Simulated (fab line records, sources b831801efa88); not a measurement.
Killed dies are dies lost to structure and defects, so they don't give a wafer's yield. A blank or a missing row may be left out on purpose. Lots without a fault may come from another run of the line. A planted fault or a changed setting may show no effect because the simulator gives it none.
A struck lot beside a sound one | flow sky130 | 23 steps out of a route of 708
Sound: wafers L961.3, L961.5, L961.6. Struck: wafers L970.3, L970.4, L970.6. The cause comes at the end.
At each step with rows: each side's tool, then ch and its chambers, then its first start. Under that, the readings that differ: sound wafers | struck wafers | difference of the means | sigmas: that difference in standard deviations of wafers without a fault.
alike: readings whose means differ by less than 2 such deviations, and words and numbers that are the same on both sides. not compared: withheld readings, readings that some wafer has no value for, bounds like >300 that may hide the same value, and numbers for which the record gives no deviation and whose values overlap.
The two part at a step that has a row with sigmas, a row that says differs or no value, or rows on one side only. Numbers that don't overlap but have no deviation are shown without sigmas and don't part them. A reading that every wafer of one side lacks parts them only if that side has two wafers or more.

SKY_METAL3_ETCH_17: etches SiO2 in C4F8/O2/Ar, stops on TiN, time 3.9 s, target depth 15 nm.
  sound on rie_diel-04 ch 0,2,3, day 38 16:03; struck on rie_diel-04 ch 1,3, day 42 02:25
  alike: oes_product_au
SKY_METAL3_METAL_ETCH_18: etches the open film in Cl2/BCl3, stops on SiO2, target depth 845 nm, time 183.1 s.
  sound on rie_metal-02 ch 0,1, day 38 16:07; struck on rie_metal-02 ch 0,1, day 42 02:30
  alike: drypump_motor_current_A, oes_product_au, throttle_valve_pct
  not compared: rf_hours_counter_h
SKY_METAL3_STRIP_19: strips in O2/N2.
  sound on plasma_asher-04 ch 0,1, day 38 16:16; struck on plasma_asher-01 ch 0,1, day 42 02:39
  alike: drypump_motor_current_A, n2_flow_sccm, oes_product_au, strip_time_to_endpoint_s
  not compared: rf_hours_counter_h
then, 4 steps without rows for these wafers: SKY_METAL3_STRIP_20 (strips in post etch residue remover, time 1200 s); SKY_METAL3_CLEAN_21 (cleans in IPA, time 180 s); SKY_METAL3_CLEAN_22 (cleans in O3/DIW); SKY_VIA3_HDPCVD_00 (deposits SiO2, target thk 1635 nm, time 272.5 s).
SKY_VIA3_THK_MEAS_01:
  sound on film_metro-04, day 38 17:02; struck on film_metro-04, day 42 03:24
  alike: VIA3_HDPCVD_THK
SKY_VIA3_CMP_02: polishes SiO2.
  sound on cmp-02 ch 0,1, day 38 17:04; struck on cmp-02 ch 0,1, day 42 03:26
  alike: motor_current_A, slurry_filter_dp_kPa
SKY_VIA3_BOW_MEAS_03:
  sound on film_metro-02, day 38 17:25; struck on film_metro-04, day 42 03:47
  alike: VIA3_BOW
then, 2 steps without rows for these wafers: SKY_VIA3_DEHYDRATE_04 (time 60 s); SKY_VIA3_HMDS_05 (prime time 60 s).
SKY_VIA3_COAT_06: resist thk 60 nm.
  sound on litho_track-03 ch 0, day 39 06:11; struck on litho_track-03 ch 0, day 42 15:29
then, 5 steps without rows for these wafers: SKY_VIA3_COAT_07 (resist thk 450 nm); SKY_VIA3_SOFTBAKE_08 (time 90 s); SKY_VIA3_EXPOSE_09 (exposes mask VIM3, target cd 200 nm); SKY_VIA3_PEB_10; SKY_VIA3_DEVELOP_11 (develop time 60 s).
SKY_VIA3_CD_MEAS_12: target cd 200 nm.
  sound on cd_sem-02, day 39 18:34; struck on cd_sem-02, day 43 02:53
  alike: cd_nm
SKY_VIA3_OVL_MEAS_13:
  sound on overlay-02, day 39 18:40; struck on overlay-02, day 43 02:58
  alike: VIA3_OVL
SKY_VIA3_ETCH_14: etches BARC in N2/H2, stops on SiO2, time 45.9 s, target depth 60 nm.
  sound on rie_diel-04 ch 1,2, day 39 18:41; struck on rie_diel-03 ch 0,1,3, day 43 02:59
  reading                     | sound             | struck            | difference | sigmas
  drypump_motor_current_A (A) | 6.4 6.4 6.0       | 4.7 4.7 6.0       | -1.1       | -2
  oes_product_au (a.u.)       | 0.851 0.857 0.850 | 0.877 0.868 0.866 | +0.018     | +3
  model.etch.depth_nm (nm)    | 59.72 59.89 59.8  | 62.04 62.03 62.22 | +2.29      |
  alike: n2_flow_sccm, throttle_valve_pct
  not compared: rf_hours_counter_h
SKY_VIA3_ETCH_15: etches SiO2 in C4F8/O2/Ar, stops on TiN, target depth 507 nm, time 78 s.
  sound on rie_diel-04 ch 1,2, day 39 18:44; struck on rie_diel-03 ch 0,1,3, day 43 03:02
  alike: oes_product_au
-- the record jumps here: 6 days lie between the struck wafers' starts before and after (it left off in module VIA3 and takes up again in module PAD_OPEN, whose first step shown is number 708 of the route) --
SKY_PAD_OPEN_PROBE_99:
  sound on prober-02, day 45 19:39; struck on prober-02, day 48 17:59
  reading         | sound | struck | difference | sigmas
  killed_at_M4_up | 8 0 1 | 8 7 6  | +4         | +2
  alike: defect_limited_yield, killed_at_M0_to_M3, killed_at_contacts, killed_at_front_end, killed_at_other, killed_dies, killed_open, killed_short, sort_bin_3_pad_short, sort_bin_5_function, sort_bin_6_memory, sort_n_pass, sort_yield_pct

WHERE THEY PART
First at SKY_VIA3_ETCH_14; last, within this record, at SKY_PAD_OPEN_PROBE_99.

WHY: what the simulator had put in
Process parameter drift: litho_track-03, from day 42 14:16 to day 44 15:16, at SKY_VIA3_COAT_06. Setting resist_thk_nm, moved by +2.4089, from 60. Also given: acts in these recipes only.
